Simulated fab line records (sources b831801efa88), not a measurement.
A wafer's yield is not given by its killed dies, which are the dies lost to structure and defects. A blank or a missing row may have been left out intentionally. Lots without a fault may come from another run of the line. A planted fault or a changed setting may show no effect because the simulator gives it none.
Matching of chambers + flow sky130 + 4 sister chambers for SKY_CONTACT_CMP_27 on cmp-02
The step polishes, stops on SiO2, t overpolish 15 s, target thk 0 nm. 4 wafers are shown with their chamber, then 7 later ones without.

WAFERS, EACH WITH ITS CHAMBER
| wafer  | chamber | motor current A (A) |
|--------|---------|---------------------|
| L281.1 | 3       | 10.1                |
| L281.4 | 2       | 11.1                |
| L283.3 | 0       | 9.3                 |
| L283.4 | 1       | 10.7                |

WAFERS WITHOUT THEIR CHAMBER
| wafer  | motor current A (A) |
|--------|---------------------|
| L283.5 | 9.1                 |
| L284.1 | 9.8                 |
| L284.3 | 11.6                |
| L284.5 | 10.7                |
| L286.1 | 10.7                |
| L286.2 | 11.6                |
| L286.6 | 10.7                |

EACH ONE'S CHAMBER
| wafer  | from the rows above          | in truth |
|--------|------------------------------|----------|
| L283.5 | 0                            | 0        |
| L284.1 | can't be placed: 3 or 0 or 1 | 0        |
| L284.3 | can't be placed: 2 or 1      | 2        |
| L284.5 | can't be placed: 1 or 2 or 3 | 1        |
| L286.1 | can't be placed: 1 or 2 or 3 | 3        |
| L286.2 | can't be placed: 2 or 1      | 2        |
| L286.6 | can't be placed: 1 or 2 or 3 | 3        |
Placed correctly: 1 of 7. Can't be placed from these rows: 6 (the true chamber is among the candidates in 6). Placed wrongly: 0.
How it was worked out, from the rows above alone: a wafer's distance from a chamber is the root of the sum, over the readings, of the square of ((its reading less the chamber's mean) divided by the reading's scatter). The wafer belongs to the nearest chamber; if the next one is less than 2 further off, it can't be placed. The mean given for a chamber averages the wafers shown for that chamber. The scatter (one wafer shown for each chamber): square how far every hidden wafer sits from the nearest shown wafer, average those squares and take the square root.
